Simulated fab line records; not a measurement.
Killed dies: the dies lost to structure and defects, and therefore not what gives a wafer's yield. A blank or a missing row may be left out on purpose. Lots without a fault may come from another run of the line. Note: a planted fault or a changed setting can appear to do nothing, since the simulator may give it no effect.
Which tool was responsible? | flow sky130 | 72 wafers from 24 lots sampled at 6 of the route's 708 steps

== WHAT THE GAUGES READ, wafer by wafer ==
SKY_FIELD_ISO_THK_MEAS_23. Usual: FIELD_ISO_OXIDATION_01_THK gives 10.04 nm (standard deviation 0.19).
lot  | measured    | on           | FIELD_ISO_OXIDATION_01_THK (nm) | flag
L074 | day 2 05:41 | filmMetro-01 | 10.46 10.45 10.16               | 
L075 | day 2 11:02 | filmMetro-03 | 9.86 10.17 10.03                | 
L076 | day 2 16:28 | filmMetro-02 | 10.27 10.33 10.09               | 
L077 | day 2 21:28 | filmMetro-02 | 10.10 10.05 9.94                | 
L078 | day 3 03:34 | filmMetro-01 | 10.08 10.21 10.19               | 
L079 | day 3 07:47 | filmMetro-01 | 9.91 9.84 10.15                 | 
L080 | day 3 13:08 | filmMetro-03 | 9.96 10.07 9.98                 | 
L081 | day 3 20:05 | filmMetro-02 | 10.09 10.12 10.18               | 
L082 | day 3 23:11 | filmMetro-02 | 9.99 10.00 10.07                | 
L083 | day 4 05:32 | filmMetro-01 | 10.17 10.42 10.19               | 
L084 | day 4 12:54 | filmMetro-02 | 9.99 10.18 9.90                 | 
L085 | day 4 17:11 | filmMetro-01 | 10.02 9.97 9.98                 | 
L086 | day 4 21:14 | filmMetro-02 | 10.19 10.11 10.22               | 
L087 | day 5 02:49 | filmMetro-03 | 9.94 9.98 9.76                  | 
L088 | day 5 08:25 | filmMetro-02 | 10.09 10.03 10.09               | 
L089 | day 5 12:47 | filmMetro-01 | 10.28 10.33 10.36               | 
L090 | day 5 17:47 | filmMetro-03 | 10.00 10.24 9.96                | 
L091 | day 6 00:22 | filmMetro-03 | 9.67 9.65 9.62                  | 
L093 | day 6 09:11 | filmMetro-03 | 10.04 9.87 9.92                 | 
L092 | day 6 09:11 | filmMetro-02 | 10.19 10.02 10.01               | 
L094 | day 6 13:38 | filmMetro-01 | 10.04 10.21 10.09               | 
L095 | day 6 21:46 | filmMetro-03 | 9.92 9.83 9.93                  | 
L096 | day 7 00:53 | filmMetro-03 | 9.88 9.98 9.84                  | 
L097 | day 7 08:13 | filmMetro-01 | 9.67 9.88 9.63                  | 

SKY_VT_ADJUST_NCORE_CD_MEAS_07: target cd 380 nm. Usual: cdNm at 380 nm, with a standard deviation of 3.1.
lot  | measured     | on       | cdNm (nm)   | flag
L074 | day 8 11:33  | cdSem-01 | 382 382 383 | 
L075 | day 8 18:10  | cdSem-01 | 376 375 378 | 
L076 | day 9 01:42  | cdSem-02 | 377 379 378 | 
L077 | day 9 12:32  | cdSem-02 | 377 378 377 | 
L078 | day 9 18:15  | cdSem-01 | 376 376 379 | 
L079 | day 10 00:30 | cdSem-01 | 385 382 383 | 
L080 | day 10 12:22 | cdSem-02 | 375 376 376 | 
L081 | day 10 20:38 | cdSem-01 | 381 380 381 | 
L082 | day 10 23:11 | cdSem-01 | 381 381 382 | 
L083 | day 11 08:32 | cdSem-02 | 382 383 382 | 
L084 | day 11 20:35 | cdSem-01 | 375 375 374 | 
L085 | day 12 01:15 | cdSem-01 | 379 377 380 | 
L086 | day 12 06:19 | cdSem-01 | 374 373 372 | 
L087 | day 12 17:58 | cdSem-02 | 383 382 379 | 
L088 | day 13 01:47 | cdSem-02 | 383 384 382 | 
L089 | day 13 06:24 | cdSem-02 | 377 376 378 | 
L090 | day 13 16:59 | cdSem-02 | 384 385 386 | 
L091 | day 14 01:15 | cdSem-02 | 382 386 383 | 
L093 | day 14 12:14 | cdSem-02 | 384 383 378 | 
L092 | day 14 09:28 | cdSem-01 | 382 382 378 | 
L094 | day 14 23:26 | cdSem-01 | 379 382 381 | 
L095 | day 15 08:40 | cdSem-01 | 381 382 383 | 
L096 | day 15 10:28 | cdSem-01 | 380 384 381 | 
L097 | day 15 19:35 | cdSem-01 | 381 379 380 | 

SKY_POLY_GATE_THK_MEAS_01. Usual: POLY_GATE_CVD_00_THK gives 179.2 nm (standard deviation 1.7).
lot  | measured     | on           | POLY_GATE_CVD_00_THK (nm) | flag
L074 | day 14 03:35 | filmMetro-02 | 178.1 178.5 177.2         | 
L075 | day 14 10:11 | filmMetro-01 | 178.4 178.8 178.9         | 
L076 | day 15 00:11 | filmMetro-04 | 183.8 183.6 182.8         | 
L077 | day 15 16:05 | filmMetro-04 | 177.9 177.5 176.6         | 
L078 | day 15 23:23 | filmMetro-04 | 180.1 180.6 181.2         | 
L079 | day 16 04:38 | filmMetro-02 | 178.6 178.6 179.6         | 
L080 | day 16 13:07 | filmMetro-02 | 177.9 177.5 179.2         | 
L081 | day 16 22:04 | filmMetro-01 | 180.4 179.1 180.1         | 
L082 | day 17 02:32 | filmMetro-02 | 176.8 177.4 178.6         | 
L083 | day 17 15:22 | filmMetro-02 | 179.6 178.4 180.2         | 
L084 | day 18 05:22 | filmMetro-01 | 176.8 175.3 174.8         | 
L085 | day 18 10:31 | filmMetro-01 | 177.5 177.8 178.1         | 
L086 | day 18 16:22 | filmMetro-04 | 177.3 178.6 178.5         | 
L087 | day 19 03:52 | filmMetro-02 | 181.0 180.2 180.2         | 
L088 | day 19 12:53 | filmMetro-04 | 181.6 182.5 181.9         | 
L089 | day 19 19:34 | filmMetro-01 | 179.7 179.1 180.1         | 
L090 | day 20 09:53 | filmMetro-02 | 180.9 181.0 180.8         | 
L091 | day 21 00:52 | filmMetro-02 | 178.8 178.8 177.3         | 
L093 | day 21 10:58 | filmMetro-04 | 180.5 179.2 180.1         | 
L092 | day 21 12:11 | filmMetro-02 | 178.6 177.3 176.4         | 
L094 | day 21 22:32 | filmMetro-02 | 177.7 176.8 178.1         | 
L095 | day 22 09:17 | filmMetro-01 | 182.9 182.3 181.5         | 
L096 | day 22 12:17 | filmMetro-04 | 179.9 179.1 178.9         | 
L097 | day 22 23:40 | filmMetro-01 | 178.5 178.9 181.4         | 

SKY_POLY_GATE_OVL_MEAS_14. Usual: POLY_GATE_OVL gives -2 nm (standard deviation 5.6).
lot  | measured     | on         | POLY_GATE_OVL (nm) | flag
L074 | day 16 15:58 | overlay-02 | 4 5 0              | 
L075 | day 16 21:25 | overlay-02 | -2 -4 -1           | 
L076 | day 17 12:44 | overlay-02 | 0 7 -6             | 
L077 | day 18 06:40 | overlay-01 | -4 -2 -1           | 
L078 | day 18 14:17 | overlay-02 | -3 5 5             | 
L079 | day 18 19:10 | overlay-01 | 4 4 -4             | 
L080 | day 19 06:31 | overlay-01 | -1 2 7             | 
L081 | day 19 15:10 | overlay-02 | -9 7 -4            | 
L082 | day 19 20:34 | overlay-02 | 4 -2 -3            | 
L083 | day 20 08:28 | overlay-01 | -1 -2 0            | 
L084 | day 20 23:46 | overlay-02 | -7 -3 -11          | 
L085 | day 21 05:52 | overlay-01 | 3 1 -7             | 
L086 | day 21 11:13 | overlay-01 | -5 -7 -9           | 
L087 | day 21 23:26 | overlay-01 | 4 -1 0             | 
L088 | day 22 08:37 | overlay-02 | -14 -7 -7          | 
L089 | day 22 14:25 | overlay-02 | 7 0 0              | 
L090 | day 23 05:13 | overlay-01 | 4 -8 -2            | 
L091 | day 23 20:49 | overlay-02 | -17 -14 -19        | 
L093 | day 24 06:52 | overlay-02 | -3 0 1             | 
L092 | day 24 09:04 | overlay-02 | -4 -4 4            | 
L094 | day 24 17:25 | overlay-02 | -13 -7 -11         | 
L095 | day 25 03:55 | overlay-02 | -6 -10 -6          | 
L096 | day 25 07:28 | overlay-01 | 0 7 -1             | 
L097 | day 25 18:19 | overlay-01 | -4 -1 1            | 

SKY_LDD_P_OVL_MEAS_08. Usual: LDD_P_OVL gives -1.0 nm (standard deviation 1.5).
lot  | measured     | on         | LDD_P_OVL (nm) | flag
L074 | day 19 10:04 | overlay-01 | -0.2 0.4 0.3   | 
L075 | day 19 16:49 | overlay-01 | -1.3 -1.3 -1.2 | 
L076 | day 20 07:29 | overlay-01 | -0.6 -1.0 0.8  | 
L077 | day 21 03:32 | overlay-01 | -2.2 -1.8 -4.0 | 
L078 | day 21 11:44 | overlay-01 | -1.4 0.8 -0.1  | 
L079 | day 21 17:07 | overlay-02 | -0.6 0.9 -1.8  | 
L080 | day 22 03:37 | overlay-01 | 0.1 0.6 0.0    | 
L081 | day 22 10:55 | overlay-02 | -3.2 -2.1 -3.4 | 
L082 | day 22 17:40 | overlay-01 | -2.6 -2.3 -3.0 | 
L083 | day 23 03:49 | overlay-01 | -3.6 0.0 -2.7  | 
L084 | day 23 19:28 | overlay-01 | -1.2 -1.6 -1.4 | 
L085 | day 24 02:22 | overlay-01 | -0.5 -1.7 -3.8 | 
L086 | day 24 07:19 | overlay-02 | 1.1 -4.0 -2.2  | 
L087 | day 24 20:08 | overlay-02 | 2.8 0.3 2.2    | 
L088 | day 25 05:31 | overlay-01 | -3.3 -1.4 -3.1 | 
L089 | day 25 11:25 | overlay-02 | -1.2 0.6 -1.5  | 
L090 | day 26 01:04 | overlay-02 | 2.4 0.9 0.2    | 
L091 | day 26 15:28 | overlay-01 | -1.2 -0.6 -1.0 | 
L093 | day 27 01:01 | overlay-01 | -2.1 -2.7 -1.6 | 
L092 | day 27 02:43 | overlay-02 | -0.4 1.1 -0.7  | 
L094 | day 27 09:31 | overlay-01 | -0.8 0.0 -0.6  | 
L095 | day 27 19:13 | overlay-02 | -2.1 -1.8 0.5  | 
L096 | day 27 21:34 | overlay-02 | 0.6 0.6 2.5    | 
L097 | day 28 08:04 | overlay-01 | -3.4 -3.1 -2.5 | 

== EACH LOT AND THE TOOL THAT RAN IT (in order: tool; ch and the chambers of the sampled wafers; start) ==
lot  | SKY_VT_ADJUST_LVTN_STRIP_09
L074 | plasmaAsher-04 ch 0,1, day 6 18:11
L075 | plasmaAsher-02 ch 0,1, day 7 00:11
L076 | plasmaAsher-02 ch 0,1, day 7 06:16
L077 | plasmaAsher-04 ch 0,1, day 7 15:37
L078 | plasmaAsher-04 ch 0,1, day 7 21:40
L079 | plasmaAsher-04 ch 0,1, day 8 02:50
L080 | plasmaAsher-01 ch 0,1, day 8 13:38
L081 | plasmaAsher-04 ch 0,1, day 8 21:05
L082 | plasmaAsher-04 ch 0,1, day 8 23:38
L083 | plasmaAsher-01 ch 0,1, day 9 08:35
L084 | plasmaAsher-01 ch 0, day 9 19:32
L085 | plasmaAsher-01 ch 0,1, day 9 23:08
L086 | plasmaAsher-04 ch 0,1, day 10 04:35
L087 | plasmaAsher-02 ch 0,1, day 10 14:28
L088 | plasmaAsher-02 ch 0,1, day 10 22:02
L089 | plasmaAsher-02 ch 1, day 11 01:59
L090 | plasmaAsher-02 ch 0,1, day 11 14:29
L091 | plasmaAsher-02 ch 0,1, day 11 22:26
L093 | plasmaAsher-04 ch 0,1, day 12 08:26
L092 | plasmaAsher-02 ch 0,1, day 12 05:14
L094 | plasmaAsher-01 ch 0,1, day 12 18:26
L095 | plasmaAsher-02 ch 0,1, day 13 03:35
L096 | plasmaAsher-04 ch 0,1, day 13 05:20
L097 | plasmaAsher-04 ch 0, day 13 12:59
- SKY_VT_ADJUST_LVTN_STRIP_09: strips in O2/N2.

== AS READ BY THE TOOLS THEMSELVES (means over the sampled wafers that have a number; for cases with no such wafer, the mark the record gives instead) ==
SKY_VT_ADJUST_LVTN_STRIP_09. Usual: drypumpMotorCurrentA 5.86 A, standard deviation 0.19; oesProductAu 0.723 a.u., standard deviation 0.0045; stripTimeToEndpointS 36.87 s, standard deviation 0.089.
lot  | tool           | drypumpMotorCurrentA (A) | oesProductAu (a.u.) | stripTimeToEndpointS (s) | flag
L074 | plasmaAsher-04 | 5.95                     | 0.725               | 36.81                    | 
L075 | plasmaAsher-02 | 5.86                     | 0.719               | 36.90                    | 
L076 | plasmaAsher-02 | 5.87                     | 0.721               | 36.93                    | 
L077 | plasmaAsher-04 | 5.94                     | 0.726               | 36.80                    | 
L078 | plasmaAsher-04 | 5.83                     | 0.727               | 36.86                    | 
L079 | plasmaAsher-04 | 5.93                     | 0.719               | 37.01                    | 
L080 | plasmaAsher-01 | 5.96                     | 0.718               | 36.87                    | 
L081 | plasmaAsher-04 | 5.83                     | 0.724               | 36.88                    | 
L082 | plasmaAsher-04 | 5.82                     | 0.723               | 36.83                    | 
L083 | plasmaAsher-01 | 5.91                     | 0.720               | 36.90                    | 
L084 | plasmaAsher-01 | 5.84                     | 0.724               | 36.72                    | 
L085 | plasmaAsher-01 | 5.96                     | 0.723               | 36.82                    | 
L086 | plasmaAsher-04 | 5.83                     | 0.723               | 36.90                    | 
L087 | plasmaAsher-02 | 5.87                     | 0.717               | 36.80                    | 
L088 | plasmaAsher-02 | 5.72                     | 0.724               | 36.99                    | 
L089 | plasmaAsher-02 | 6.02                     | 0.724               | 36.91                    | 
L090 | plasmaAsher-02 | 5.71                     | 0.719               | 36.96                    | 
L091 | plasmaAsher-02 | 5.86                     | 0.727               | 36.90                    | 
L093 | plasmaAsher-04 | 5.82                     | 0.726               | 36.95                    | 
L092 | plasmaAsher-02 | 5.71                     | 0.722               | 36.83                    | 
L094 | plasmaAsher-01 | 5.96                     | 0.727               | 37.01                    | 
L095 | plasmaAsher-02 | 5.69                     | 0.721               | 36.74                    | 
L096 | plasmaAsher-04 | 5.83                     | 0.719               | 36.84                    | 
L097 | plasmaAsher-04 | 6.05                     | 0.723               | 36.75                    | 

== THE ANSWER, worked out from the rows above alone ==
Rule: a lot is off if the mean of its wafers that have a number lies more than 3 standard deviations from the usual mean. Also off: a lot with no number at a reading for which 4 or more lots have one. Where the step has rows for the other lots, those lots are counted as sound. First the gauges in route order, then the tools' own readings, where a lot's mean is used as printed above. The first step at which some lot is off is used, and at that step the reading that is off furthest; a lot without a number counts as furthest.
Across all readings shown, no lot is off: no conclusion can be drawn from this.

== WHAT HAD BEEN PUT IN BY THE SIMULATOR ==
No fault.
